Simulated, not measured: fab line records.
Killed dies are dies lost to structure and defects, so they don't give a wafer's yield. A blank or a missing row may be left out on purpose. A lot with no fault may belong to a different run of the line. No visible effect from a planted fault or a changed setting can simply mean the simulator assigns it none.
Which of the tools did it? ; flow gf180mcu ; Sampling: 6 lots, 18 wafers, 3 of 602 route steps

WHAT EACH GAUGE READ, for each wafer
GF_VT_IMPLANT_OVL_MEAS_18.
lot;measured;on;VT_IMPLANT_01_OVL (nm)
L203;day 6 14:36;overlay-01;1.9 0.4 1.5
L205;day 7 00:10;overlay-02;2.3 1.8 0.8
L215;day 9 14:59;overlay-02;3.3 0.6 0.1
L219;day 10 22:56;overlay-01;2.8 2.8 1.9
L223;day 12 00:00;overlay-02;3.1 2.6 3.2
L225;day 12 14:40;overlay-02;0.9 -0.1 0.9

EACH LOT AND THE TOOL THAT RAN IT (in order: tool; ch and the chambers of the sampled wafers; start)
lot;GF_STI_ETCH_13;GF_STI_STRIP_15
L203;rieDiel-01 ch 0,2,3, day 2 07:58;plasmaAsher-01 ch 0,1, day 2 08:07
L205;rieDiel-01 ch 0,1, day 2 17:01;plasmaAsher-03 ch 0,1, day 2 17:10
L215;rieDiel-03 ch 0,1,2, day 4 19:58;plasmaAsher-02 ch 0,1, day 4 20:07
L219;rieDiel-03 ch 0,2, day 5 18:04;plasmaAsher-02 ch 0,1, day 5 18:15
L223;rieDiel-01 ch 0,1,3, day 6 15:22;plasmaAsher-03 ch 0,1, day 6 15:33
L225;rieDiel-01 ch 0,1,2, day 7 02:41;plasmaAsher-02 ch 0,1, day 7 02:50
- GF_STI_ETCH_13: etches the open film in CHF3/O2, stops on Si, target depth 282.31 nm, time 112.9 s.
- GF_STI_STRIP_15: strips in O2/N2.

THE ANSWER, worked out from the rows above alone
Rule: what is usual is taken from the lots themselves. Put in order of their means at a reading, lots are off if they are a third of the lots or fewer, leave a main group of 4 or more, and stand apart from it by a gap of 3 or more times the standard deviation of the main group's means; of several such gaps the widest counts. Not used: any main group whose means are identical at the precision the tables above print for the reading. Also off: a lot with no number at a reading for which 4 or more lots have one. Where the step has rows for the other lots, those lots are counted as sound.
No lot is off on any of the readings shown, so nothing can be concluded from this.

WHAT THE SIMULATOR HAD PUT IN
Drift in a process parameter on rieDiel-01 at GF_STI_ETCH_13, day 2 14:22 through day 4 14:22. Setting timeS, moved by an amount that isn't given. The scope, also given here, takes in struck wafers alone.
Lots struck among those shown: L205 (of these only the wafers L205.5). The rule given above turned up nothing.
